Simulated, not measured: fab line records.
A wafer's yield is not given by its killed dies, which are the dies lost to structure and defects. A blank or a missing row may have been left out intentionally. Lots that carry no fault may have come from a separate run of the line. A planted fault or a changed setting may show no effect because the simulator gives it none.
A struck lot beside a sound one :: flow gf180mcu :: 19 steps out of a route of 602
Sound: wafers L111.1, L111.3, L111.5. Struck: wafer L115.5 (left out: L115.3, a lot-mate that was not struck); the cause follows at the end.
Each step with rows lists, per side, the tool, then ch with its chambers, then its first start. Under that, the readings that differ: sound wafers :: struck wafers :: difference of the means :: sigmas: that difference in standard deviations of wafers without a fault.
alike: words and numbers the same on both sides, and readings whose means are apart by under 2 such deviations; not compared: readings that were withheld, readings missing a value for some wafer, numbers with overlapping values and no deviation given by the record, and bounds like >300 which may hide the same value.
The two part at a step that has a row with sigmas, a row that says differs or no value, or rows on one side only. Non-overlapping numbers with no deviation appear without sigmas and do not part them. A reading that every wafer of one side lacks parts them only if that side has two wafers or more.

GF_CONTACT_CMP_27: polishes, stops on SiO2, t overpolish 15 s, target thk 0 nm.
  sound on cmp-02 ch 0,3, day 21 01:58; struck on cmp-01 ch 2, day 22 22:04
  alike: motor_current_A, overpolish_run_s, time_to_endpoint_s
then, 2 steps without rows for these wafers: GF_M1_SPUTTER_00 (material Ti, target thk 37.5 nm, time 150 s); GF_M1_SPUTTER_01 (material TiN, target thk 30 nm, time 25 s).
GF_M1_SPUTTER_02: material AlCu, target thk 450 nm, time 23.9 s.
  struck on pvd_sputter-03, day 22 22:20; sound on pvd_sputter-02, day 21 02:24
  alike: throttle_valve_pct
GF_M1_SPUTTER_03: material Ti, target thk 10 nm, time 6.7 s.
  struck on pvd_sputter-03, day 22 22:22; sound on pvd_sputter-02, day 21 02:26
  alike: throttle_valve_pct
GF_M1_SPUTTER_04: material TiN, target thk 50 nm, time 41.7 s.
  struck on pvd_sputter-03, day 22 22:23; sound on pvd_sputter-02, day 21 02:27
  alike: throttle_valve_pct
GF_M1_RS_MEAS_05: the measuring method here is four-point-probe.
  struck on film_metro-02, day 22 22:29; sound on film_metro-03, day 21 02:29
  alike: M1_ALCU_RS
GF_M1_THK_MEAS_06: measures by xrf.
  struck on film_metro-02, day 22 22:35; sound on film_metro-03, day 21 02:37
  alike: M1_ALCU_THK
then, 4 steps without rows for these wafers: GF_M1_DEHYDRATE_07 (time 60 s); GF_M1_HMDS_08 (prime time 60 s); GF_M1_COAT_09 (resist thk 1000 nm); GF_M1_SOFTBAKE_10 (time 60 s).
GF_M1_EXPOSE_11: exposes mask Metal1, target cd 230 nm.
  sound on krf_scanner-02 ch 0, day 21 14:22; struck on krf_scanner-02 ch 0, day 23 10:29
  alike: mask
then, 2 steps without rows for these wafers: GF_M1_PEB_12 (peb time 90 s); GF_M1_DEVELOP_13 (develop time 60 s).
GF_M1_CD_MEAS_14: the cd target is 230 nm.
  struck on cd_sem-01, day 23 21:41; sound on cd_sem-02, day 22 02:32
reading: cd_nm (nm)
sound: 230.0 231.1 229.5
struck: 128.9
difference: -101.3
sigmas: -78
GF_M1_OVL_MEAS_15:
  struck on overlay-02, day 23 21:47; sound on overlay-01, day 22 02:40
  alike: M1_OVL
GF_M1_METAL_ETCH_16: etches the open film in Cl2/BCl3, stops on SiO2, target depth 627.5 nm, time 104.6 s.
  sound on rie_metal-04 ch 0,1, day 22 02:42; struck on rie_metal-03 ch 0, day 23 21:50
reading: oes_product_au (a.u.)
sound: 0.973 0.975 0.981
struck: 0.964
difference: -0.012
sigmas: -2

reading: model.M1.cd_nm (nm)
sound: 232.2 230.1 229.5
struck: 125.2
difference: -105.4
sigmas: 
  alike: drypump_motor_current_A, throttle_valve_pct
  not compared: rf_hours_counter_h
GF_M1_STRIP_17: strips in O2/N2.
  sound on plasma_asher-03 ch 1, day 22 02:49; struck on plasma_asher-03 ch 0, day 23 21:57
  alike: drypump_motor_current_A, heater_power_w, oes_product_au, strip_time_to_endpoint_s
  not compared: rf_hours_counter_h

== WHERE THEY PART ==
Last at GF_M1_METAL_ETCH_16 as far as this record goes, first at GF_M1_CD_MEAS_14. Later steps at which nothing parts them and some readings are alike: GF_M1_STRIP_17.

WHY: whatever the simulator had introduced
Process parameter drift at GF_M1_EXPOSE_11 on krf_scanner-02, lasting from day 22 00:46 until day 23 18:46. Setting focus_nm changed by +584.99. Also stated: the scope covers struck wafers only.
